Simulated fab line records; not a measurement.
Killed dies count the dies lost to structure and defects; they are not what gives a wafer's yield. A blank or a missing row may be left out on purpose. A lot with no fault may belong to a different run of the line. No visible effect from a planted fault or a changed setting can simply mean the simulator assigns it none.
Struck lot and sound lot, side by side :: flow sky130 :: 18 steps out of a route of 708
Sound: wafers L407.1, L407.2, L407.3. Wafers L417.2, L417.3, L417.4 were the ones struck. At the end, the cause is stated.
Order at every step that has rows: each side's tool, ch and its chambers, its first start. Under that, the readings that differ: sound wafers :: struck wafers :: difference of the means :: sigmas: that difference in standard deviations of wafers without a fault.
alike: readings whose means differ by less than 2 such deviations, and words and numbers that are the same on both sides. not compared: withheld readings, readings that some wafer has no value for, bounds like >300 that may hide the same value, and numbers for which the record gives no deviation and whose values overlap.
The two part at a step that has a row with sigmas, a row that says differs or no value, or rows on one side only. Non-overlapping numbers with no deviation appear without sigmas and do not part them. A reading missing from all wafers of one side parts the sides only when that side holds two or more wafers.

first, 5 steps without rows for these wafers: SKY_SD_N_COAT_02 (resist thk 1140 nm); SKY_SD_N_SOFTBAKE_03 (time 60 s); SKY_SD_N_EXPOSE_04 (exposes mask NSDM, target cd 380 nm); SKY_SD_N_PEB_05; SKY_SD_N_DEVELOP_06 (develop time 60 s).
SKY_SD_N_CD_MEAS_07 targets a cd of 380 nm.
  struck on cd_sem-01, day 31 20:05; sound on cd_sem-01, day 28 10:31
  alike: cd_nm
SKY_SD_N_OVL_MEAS_08:
  struck on overlay-02, day 31 20:11; sound on overlay-01, day 28 10:38
  alike: SD_N_OVL
then, 2 steps without rows for these wafers: SKY_SD_N_IMPLANT_09; SKY_SD_N_IMPLANT_10.
SKY_SD_N_STRIP_11: strips in O2/N2.
  sound on plasma_asher-01 ch 0,1, day 28 10:58; struck on plasma_asher-01 ch 0,1, day 31 20:49
  alike: drypump_motor_current_A, oes_product_au, strip_time_to_endpoint_s
  not compared: rf_hours_counter_h
SKY_SD_N_TW_MEAS_12:
  struck on film_metro-01, day 31 20:56; sound on film_metro-02, day 28 11:04
  alike: SD_N_TW
then, 1 step without rows for these wafers: SKY_SD_N_CLEAN_13 (cleans in SC1/SC2, time 150 s).
SKY_SD_N_RTA_14: time 2 s.
  sound on rtp_anneal-01 ch 0, day 28 11:11; struck on rtp_anneal-01 ch 0, day 31 21:02
reading: lamp_power_pct (%)
sound: 15.77 15.64 15.72
struck: 16.76 16.89 16.77
difference: +1.10
sigmas: +21

reading: wafer_temp_C_max
sound: 1080.0 1077.0 1077.9
struck: 1122.5 1120.5 1122.2
difference: +43.4
sigmas: +36
  alike: chamber_o2_ppm
SKY_SD_N_RS_MEAS_16: a four-point-probe measurement.
  struck on film_metro-02, day 31 21:13; sound on film_metro-02, day 28 11:21
reading: SD_N_RS (ohm/sq)
sound: 68.64 68.61 68.60
struck: 60.56 60.57 60.65
difference: -8.02
sigmas: -67
SKY_SD_N_RS_MEAS_17: a four-point-probe measurement.
  struck on film_metro-02, day 31 21:20; sound on film_metro-02, day 28 11:28
reading: SD_P_RS (ohm/sq)
sound: 147.6 147.6 147.6
struck: 108.2 107.9 108.0
difference: -39.6
sigmas: -99 or more
SKY_SD_N_RS_MEAS_18: a four-point-probe measurement.
  struck on film_metro-02, day 31 21:28; sound on film_metro-02, day 28 11:35
  alike: RES_XHIGH_RS
then, 1 step without rows for these wafers: SKY_SALICIDE_CLEAN_00 (cleans in HF-last, time 30 s).
-- the record jumps here: 17 days lie between the struck wafers' starts before and after (it left off in module SALICIDE and takes up again in module PAD_OPEN, whose first step shown is number 708 of the route) --
SKY_PAD_OPEN_PROBE_99:
  struck on prober-01, day 48 14:52; sound on prober-01, day 46 02:29
reading: model.etest.res_xhigh_po.line_ohm_um
sound: 5718 5868 5568
struck: 3897 3926 3880
difference: -1817
sigmas: 

reading: model.etest.res_xhigh_po.rs_ohm_sq
sound: 1974 2060 1986
struck: 1379 1355 1349
difference: -646
sigmas: 

reading: model.etest.pfet_01v8.r_on_ohm_um
sound: 2889 2847 2979
struck: 2530 2488 2405
difference: -431
sigmas: 

reading: model.etest.res_pdiff.line_ohm_um
sound: 1332 1372 1340
struck: 1006 1036 1025
difference: -326
sigmas: 

reading: model.etest.pfet_g5v0d10v5.r_on_ohm_um
sound: 4786 4830 4775
struck: 4643 4677 4592
difference: -160
sigmas: 

reading: model.etest.res_high_po.line_ohm_um
sound: 751.7 765.1 735.1
struck: 551.4 556.9 558.7
difference: -195.0
sigmas: 

reading: model.etest.licon_high_po.rc_ohm
sound: 348 362.1 351.8
struck: 221.6 221.8 226.7
difference: -130.6
sigmas: 

reading: model.etest.res_ndiff.line_ohm_um
sound: 739.1 784.5 755.7
struck: 654.8 654.8 646.4
difference: -107.8
sigmas: 
  alike: killed_at_M0_to_M3, killed_at_M4_up, killed_at_contacts, killed_at_front_end, killed_at_other, killed_dies, killed_on_rim, killed_open, killed_short

WHERE THEY PART
Last at SKY_SD_N_RS_MEAS_17 as far as this record goes, first at SKY_SD_N_RTA_14. Later steps at which nothing parts them and some readings are alike: SKY_SD_N_RS_MEAS_18, SKY_PAD_OPEN_PROBE_99.

WHY: what had been put in by the simulator
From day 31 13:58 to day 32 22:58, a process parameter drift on rtp_anneal-01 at SKY_SD_N_RTA_14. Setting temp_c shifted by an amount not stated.
